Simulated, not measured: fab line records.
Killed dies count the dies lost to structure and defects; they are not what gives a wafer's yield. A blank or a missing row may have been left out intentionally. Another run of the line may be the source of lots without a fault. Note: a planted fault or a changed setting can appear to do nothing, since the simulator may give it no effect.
fab line records	flow sky130
[record] lots = 13	wafers = 39	lastDay = 50
route steps=708 shown LI_CONTACT@365 CONTACT@410 PAD_OPEN@708
lots with no fault: from the same line, run without faults
startH: the number of hours between the record's first day and the start of the first shown wafer of the lot	waitH: hours elapsed since this lot's preceding step	" repeats the value in the row above	L1.1+2: a single row standing in for several wafers	- no value present, or no start provided	* or withheld: withheld	< > ~ a bound
route shown NAME@n: NAME is a module with steps in the file, n the number in the route of the first one	usual: the fault-free wafers' mean and standard deviation	same: alike in all rows	chamber/n: place in a boat	sites: per-site readings	_std_site: the standard deviation of these	_edge_site: the outer-site mean with the inner-site mean subtracted	radiusMm: for every site, how far away it sits from the centre of the wafer	mask NAME#n: copy n	behind: tool/chamber where the wafer was last shaped	hold: why the lot went on hold/how many hours it stayed there/how the hold came to an end	device: transistor that didn't switch, given as n, p or np	end of line: the tests these same wafers got at the end of their route	a step without rows: its recipe alone	killed: dies lost to structure and defects at the first sort, not the wafer's yield	map: the dies of a wafer, with x for killed, . for not killed, _ for no die there
set.NAME: setting as actually run; set.NAME@STEP: the setting as run at that earlier step	model.NAME: the simulator's own value behind a step, which no gauge read
a sample of lots followed through the steps of the route, with each step as a table and each wafer as a row
services: a tool's chamber out of use, with start hour (startH, from the record's first day; less than 0 if before it), hours out, and reason
[[steps]]
[step SKY_LI_CONTACT_BOW_MEAS_03]
[recipe] mode = bow
[usual] LI_CONTACT_BOW = 57/7.2
lot.wafer	tool	chamber	startH	waitH	LI_CONTACT_BOW[um]
L749.2	filmMetro-01	-	648.83	0.1	65
L749.4	"	-	"	"	67
L749.5	"	-	"	"	53
L752.2	filmMetro-01	-	675.67	0.2	53
L752.4	"	-	"	"	51
L752.6	"	-	"	"	55
L753.2	filmMetro-03	-	685.59	0.3	62
L753.5	"	-	"	"	56
L753.6	"	-	"	"	45
L754.1	filmMetro-01	-	690.18	0.1	69
L754.3	"	-	"	"	63
L754.6	"	-	"	"	59
L757.2	filmMetro-01	-	718.49	0.2	55
L757.5	"	-	"	"	61
L757.6	"	-	"	"	46
L758.1	filmMetro-01	-	721.76	0.1	58
L758.3	"	-	"	"	62
L758.4	"	-	"	"	58
L759.1	filmMetro-01	-	740.60	0.1	57
L759.3	"	-	"	"	63
L759.5	"	-	"	"	54
L761.1	filmMetro-03	-	759.93	0.2	63
L761.2	"	-	"	"	49
L761.5	"	-	"	"	53
L762.1	filmMetro-03	-	761.22	0.2	55
L762.3	"	-	"	"	45
L762.6	"	-	"	"	52
L764.1	filmMetro-03	-	790.86	0.2	55
L764.4	"	-	"	"	52
L764.5	"	-	"	"	49
L763.1	filmMetro-03	-	794.83	0.1	47
L763.4	"	-	"	"	62
L763.5	"	-	"	"	65
L768.1	filmMetro-01	-	802.22	0.1	43
L768.4	"	-	"	"	43
L768.5	"	-	"	"	54
L772.2	filmMetro-01	-	830.42	0.2	63
L772.4	"	-	"	"	66
L772.5	"	-	"	"	50
[step SKY_LI_CONTACT_EXPOSE_09]
[recipe] maskId = LICM1	na = 0.8	sourceShape = annular	sigmaInner = 0.55	sigmaOuter = 0.85	targetCdNm = 170	doseMj = 38.76
[usual] focusOffsetNm = 0.0/0.51
lot.wafer	tool	chamber	startH	waitH	mask	focusOffsetNm
L749.2	krfScanner-01	0	663.16	-	LICM1#0	0.5
L749.4	"	0	"	"	LICM1#0	0.0
L749.5	"	0	"	"	LICM1#0	0.5
L752.2	krfScanner-02	0	689.62	-	LICM1#0	-0.7
L752.4	"	0	"	"	LICM1#0	-0.5
L752.6	"	0	"	"	LICM1#0	0.1
L753.2	krfScanner-01	0	699.83	-	LICM1#0	-0.1
L753.5	"	0	"	"	LICM1#0	-1.1
L753.6	"	0	"	"	LICM1#0	0.2
L754.1	krfScanner-02	0	704.77	-	LICM1#0	-0.1
L754.3	"	0	"	"	LICM1#0	-0.1
L754.6	"	0	"	"	LICM1#0	-0.2
L757.2	krfScanner-02	0	732.71	-	LICM1#0	0.3
L757.5	"	0	"	"	LICM1#0	0.1
L757.6	"	0	"	"	LICM1#0	0.8
L758.1	krfScanner-02	0	736.47	-	LICM1#0	0.6
L758.3	"	0	"	"	LICM1#0	-0.1
L758.4	"	0	"	"	LICM1#0	-0.1
L759.1	krfScanner-02	0	754.02	-	LICM1#0	-0.4
L759.3	"	0	"	"	LICM1#0	-0.5
L759.5	"	0	"	"	LICM1#0	-0.2
L761.1	krfScanner-02	0	773.47	-	LICM1#0	-0.6
L761.2	"	0	"	"	LICM1#0	0.3
L761.5	"	0	"	"	LICM1#0	0.3
L762.1	krfScanner-01	0	774.87	-	LICM1#0	0.5
L762.3	"	0	"	"	LICM1#0	-0.5
L762.6	"	0	"	"	LICM1#0	1.0
L764.1	krfScanner-01	0	804.04	-	LICM1_R1#0	-0.5
L764.4	"	0	"	"	LICM1_R1#0	0.2
L764.5	"	0	"	"	LICM1_R1#0	-0.1
L763.1	krfScanner-02	0	808.37	-	LICM1#0	-0.3
L763.4	"	0	"	"	LICM1#0	0.3
L763.5	"	0	"	"	LICM1#0	0.0
L768.1	krfScanner-02	0	815.72	-	LICM1#0	0.0
L768.4	"	0	"	"	LICM1#0	-0.6
L768.5	"	0	"	"	LICM1#0	0.3
L772.2	krfScanner-01	0	843.77	-	LICM1#0	-0.4
L772.4	"	0	"	"	LICM1#0	0.3
L772.5	"	0	"	"	LICM1#0	-0.5
[step SKY_LI_CONTACT_CD_MEAS_12]
[recipe] targetCdNm = 170
[usual] cdNm = 169.9/1.5
lot.wafer	tool	chamber	startH	waitH	cdNm
L749.2	cdSem-01	-	676.79	-	169.6
L749.4	"	-	"	"	169.3
L749.5	"	-	"	"	169.2
L752.2	cdSem-02	-	703.54	-	168.9
L752.4	"	-	"	"	167.4
L752.6	"	-	"	"	168.7
L753.2	cdSem-01	-	714.09	-	172.6
L753.5	"	-	"	"	171.2
L753.6	"	-	"	"	171.1
L754.1	cdSem-02	-	718.32	-	166.1
L754.3	"	-	"	"	168.9
L754.6	"	-	"	"	167.1
L757.2	cdSem-02	-	745.74	-	172.3
L757.5	"	-	"	"	171.4
L757.6	"	-	"	"	173.1
L758.1	cdSem-01	-	749.47	-	168.3
L758.3	"	-	"	"	166.9
L758.4	"	-	"	"	167.8
L759.1	cdSem-02	-	767.64	-	169.7
L759.3	"	-	"	"	170.0
L759.5	"	-	"	"	170.7
L761.1	cdSem-01	-	786.87	-	171.0
L761.2	"	-	"	"	168.6
L761.5	"	-	"	"	169.3
L762.1	cdSem-01	-	788.62	-	169.6
L762.3	"	-	"	"	170.0
L762.6	"	-	"	"	171.2
L764.1	cdSem-02	-	817.72	-	147.7
L764.4	"	-	"	"	148.3
L764.5	"	-	"	"	147.3
L763.1	cdSem-01	-	821.59	-	168.9
L763.4	"	-	"	"	167.4
L763.5	"	-	"	"	170.3
L768.1	cdSem-01	-	828.42	-	171.3
L768.4	"	-	"	"	170.8
L768.5	"	-	"	"	171.7
L772.2	cdSem-01	-	855.99	-	170.0
L772.4	"	-	"	"	168.5
L772.5	"	-	"	"	168.3
[step SKY_CONTACT_CMP_04]
[recipe] material = SiO2	downForcePsi = 4	platenRpm = 60	padVelocityMS = 0.94248
[usual] motorCurrentA = 11.1/1	timeToEndpointS = 80/4.2
lot.wafer	tool	chamber	startH	waitH	motorCurrentA	timeToEndpointS
L749.2	cmp-02	1	709.42	0.0	11.9	78
L749.4	"	3	"	"	10.4	81
L749.5	"	2	"	"	12.2	82
L752.4	cmp-02	2	734.10	0.1	11.6	78
L752.2	"	3	"	"	10.3	81
L752.6	"	1	"	"	12.9	76
L753.2	cmp-01	0	743.71	0.1	10.6	77
L753.6	"	3	"	"	9.7	81
L753.5	"	0	"	"	10.1	76
L754.3	cmp-01	3	747.85	0.0	9.9	75
L754.1	"	1	"	"	12.7	74
L754.6	"	0	"	"	9.9	75
L757.2	cmp-02	2	775.65	0.0	12.0	79
L757.6	"	2	"	"	12.0	85
L757.5	"	3	"	"	10.6	82
L758.1	cmp-01	3	778.68	0.1	9.7	81
L758.4	"	0	"	"	10.0	82
L758.3	"	2	"	"	10.9	82
L759.3	cmp-02	2	796.97	0.0	11.3	80
L759.1	"	3	"	"	10.6	89
L759.5	"	2	"	"	12.0	79
L761.1	cmp-01	0	815.46	0.1	10.2	82
L761.2	"	1	"	"	12.4	81
L761.5	"	2	"	"	11.1	80
L762.3	cmp-01	1	817.21	0.0	12.9	80
L762.1	"	0	"	"	10.0	80
L762.6	"	1	"	"	12.9	78
L764.4	cmp-02	1	846.62	0.1	12.6	83
L764.1	"	2	"	"	11.3	85
L764.5	"	1	"	"	12.9	86
L763.4	cmp-02	1	850.13	0.0	12.8	83
L763.1	"	2	"	"	11.4	86
L763.5	"	2	"	"	12.1	82
L768.4	cmp-02	1	856.53	0.1	12.6	84
L768.1	"	2	"	"	11.6	85
L768.5	"	1	"	"	11.8	85
L772.4	cmp-02	0	884.29	0.1	10.8	79
L772.2	"	1	"	"	12.9	78
L772.5	"	3	"	"	10.2	81
[step SKY_CONTACT_BOW_MEAS_05]
[recipe] mode = bow
[usual] CONTACT_BOW = 83/7.1
lot.wafer	tool	chamber	startH	waitH	CONTACT_BOW[um]
L749.2	filmMetro-04	-	709.74	0.3	90
L749.4	"	-	"	"	92
L749.5	"	-	"	"	78
L752.2	filmMetro-02	-	734.37	0.2	79
L752.4	"	-	"	"	77
L752.6	"	-	"	"	82
L753.2	filmMetro-02	-	743.98	0.2	89
L753.5	"	-	"	"	84
L753.6	"	-	"	"	71
L754.1	filmMetro-02	-	748.15	0.1	95
L754.3	"	-	"	"	91
L754.6	"	-	"	"	84
L757.2	filmMetro-04	-	775.97	0.3	81
L757.5	"	-	"	"	85
L757.6	"	-	"	"	72
L758.1	filmMetro-02	-	778.98	0.2	87
L758.3	"	-	"	"	90
L758.4	"	-	"	"	86
L759.1	filmMetro-04	-	797.27	0.2	82
L759.3	"	-	"	"	89
L759.5	"	-	"	"	80
L761.1	filmMetro-04	-	815.66	0.1	89
L761.2	"	-	"	"	76
L761.5	"	-	"	"	80
L762.1	filmMetro-04	-	817.51	0.1	80
L762.3	"	-	"	"	72
L762.6	"	-	"	"	78
L764.1	filmMetro-04	-	846.87	0.1	84
L764.4	"	-	"	"	79
L764.5	"	-	"	"	78
L763.1	filmMetro-02	-	850.43	0.2	70
L763.4	"	-	"	"	85
L763.5	"	-	"	"	88
L768.1	filmMetro-01	-	856.78	0.1	72
L768.4	"	-	"	"	71
L768.5	"	-	"	"	81
L772.2	filmMetro-04	-	884.51	0.1	93
L772.4	"	-	"	"	95
L772.5	"	-	"	"	80
[step SKY_PAD_OPEN_PROBE_99]
[usual] killed_at_M0_to_M3 = 43/7.7	killed_at_M4_up = 3.4/1.9	killedAtContacts = 25/5.6	killedAtFrontEnd = 14/4.3	killedAtOther = 0.2/0.5	killedDies = 86/10	killedOnRim = 17/4.1	killedOpen = 47/7.2	killedShort = 39/6.7
[same] grossDies = 492	killedAtBackSide = 0
lot.wafer	tool	chamber	startH	waitH	killed_at_M0_to_M3	killed_at_M4_up	killedAtContacts	killedAtFrontEnd	killedAtOther	killedDies	killedOnRim	killedOpen	killedShort
L764.1	prober-02	-	1174.90	0.1	44	0	29	13	0	86	23	47	35
L764.5	prober-02	-	1175.10	0.2	57	2	25	15	0	99	15	43	52
// killed by level:class
L764.1 VIA3:geometricParticle:open=9 LI_CONTACT:geometricParticle:open=8 CONTACT:geometricParticle:open=7 VIA2:geometricParticle:open=7 VIA1:geometricParticle:open=7 METAL1:geometricParticle:short=5 METAL2:geometricParticle:short=5 POLY_GATE:geometricParticle:open=4
L764.5 VIA1:geometricParticle:open=13 VIA1:geometricParticle:short=12 METAL2:geometricParticle:short=9 CONTACT:geometricParticle:open=7 METAL1:geometricParticle:short=7 METAL3:geometricParticle:short=7 FIELD_ISO:geometricParticle:short=6 LI_CONTACT:geometricParticle:open=5
[[services]]
tool	chamber	startH	hours	kind
cmp-02	-	640.39	2.5	repair
krfScanner-02	-	651.62	1.0	pm
krfScanner-01	-	655.33	0.6	repair
krfScanner-01	-	670.70	1.3	pm
cmp-01	-	672.11	12.8	repair
cmp-02	-	675.92	3.5	repair
krfScanner-02	-	735.12	1.3	pm
krfScanner-01	-	737.18	1.0	pm
cmp-02	-	744.26	4.0	pm
cmp-02	-	763.98	7.1	repair
krfScanner-01	-	766.75	2.8	repair
cmp-02	-	771.37	1.0	repair
krfScanner-01	-	775.40	0.3	repair
cmp-02	-	776.88	11.8	repair
krfScanner-01	-	777.50	0.8	pm
cmp-02	-	783.87	12.0	repair
krfScanner-02	-	792.12	0.8	pm
cmp-01	-	796.02	7.4	pm
cmp-02	-	812.85	1.7	repair
cmp-02	-	814.53	3.2	pm
cmp-02	-	819.42	8.4	pm
krfScanner-02	-	820.62	1.0	pm
cmp-01	-	832.54	1.8	repair
cmp-01	-	837.20	4.2	pm
[[key]]
[firstSign] step = SKY_LI_CONTACT_EXPOSE_09	reading = mask	direction = changed
[effect] step = SKY_LI_CONTACT_CD_MEAS_12	reading = cdNm	direction = down	sigmas = 14	usual = 169.9	struck = 147.8
metAt SKY_LI_CONTACT_EXPOSE_09
struckLots L764
testerLeftOut L764
notActingAt SKY_LI_CONTACT_BOW_MEAS_03,SKY_CONTACT_CMP_04,SKY_CONTACT_BOW_MEAS_05
onsetBetween 774.87 804.04
[fault] kind = wrongMask	tool = any	chamber = -	onsetH = 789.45	steps = SKY_LI_CONTACT_EXPOSE_09	auxCopy = LICM1_R1#0	cdOffsetNm = -20	scope = struckLotsOnly
// testerLeftOut: of these lots the tester's yield and bins aren't shown, on N5 and GAA mostly nor the transistor test; their killed dies are dies lost to structure and defects alone, not to doping, threshold or leakage, so they don't give the yield
